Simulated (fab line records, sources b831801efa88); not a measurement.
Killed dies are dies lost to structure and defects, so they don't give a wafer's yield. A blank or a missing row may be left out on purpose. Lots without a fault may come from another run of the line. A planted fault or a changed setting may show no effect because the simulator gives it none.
Which tool did it? | flow sky130 | 12 lots, 36 wafers sampled, at 2 steps of a route of 708

WHAT THE GAUGES READ, wafer by wafer
SKY_VIA1_BOW_MEAS_03.
lot  | measured     | on            | VIA1_BOW (um)
L075 | day 32 19:58 | film_metro-01 | 85 72 87
L077 | day 33 21:26 | film_metro-01 | 82 68 70
L078 | day 34 12:41 | film_metro-01 | 86 87 81
L084 | day 37 02:41 | film_metro-03 | 78 86 83
L081 | day 37 05:39 | film_metro-01 | 83 68 67
L087 | day 37 06:27 | film_metro-03 | 84 72 74
L083 | day 37 07:23 | film_metro-01 | 88 78 76
L089 | day 37 08:08 | film_metro-01 | 74 90 78
L091 | day 37 23:22 | film_metro-03 | 81 82 90
L093 | day 38 16:49 | film_metro-04 | 81 84 77
L095 | day 38 23:43 | film_metro-04 | 84 83 86
L097 | day 40 13:30 | film_metro-04 | 88 85 77

WHICH TOOL RAN EACH LOT (tool, then ch and the chambers of the sampled wafers, then the start)
lot  | SKY_CONTACT_ETCH_16
L075 | rie_diel-04 ch 0,1,3, day 31 15:07
L077 | rie_diel-02 ch 0,1, day 32 15:22
L078 | rie_diel-02 ch 1,2,3, day 33 07:37
L084 | rie_diel-02 ch 0,2, day 35 20:43
L081 | rie_diel-04 ch 0,1,2, day 36 00:19
L087 | rie_diel-04 ch 1,2, day 36 00:49
L083 | rie_diel-03 ch 0,1,2, day 36 02:13
L089 | rie_diel-02 ch 0,2,3, day 36 03:10
L091 | rie_diel-04 ch 0,1, day 36 18:43
L093 | rie_diel-02 ch 1,2,3, day 37 12:16
L095 | rie_diel-03 ch 0,3, day 37 19:10
L097 | rie_diel-02 ch 0,1,3, day 39 09:43
- SKY_CONTACT_ETCH_16: etches BARC in N2/H2, stops on SiO2, time 45.9 s, target depth 60 nm.

THE ANSWER, worked out from the rows above alone
Rule: what is usual is taken from the lots themselves. Put in order of their means at a reading, lots are off if they are a third of the lots or fewer, leave a main group of 4 or more, and stand apart from it by a gap of 3 or more times the standard deviation of the main group's means; of several such gaps the widest counts. A main group whose means are all the same, to the digits that the tables above print for the reading, isn't used. A lot without any number at a reading at which 4 lots or more have one is off too. The other lots that the step has rows for count as sound.
No lot is off at any reading shown: from this, nothing can be told.

WHAT THE SIMULATOR HAD PUT IN
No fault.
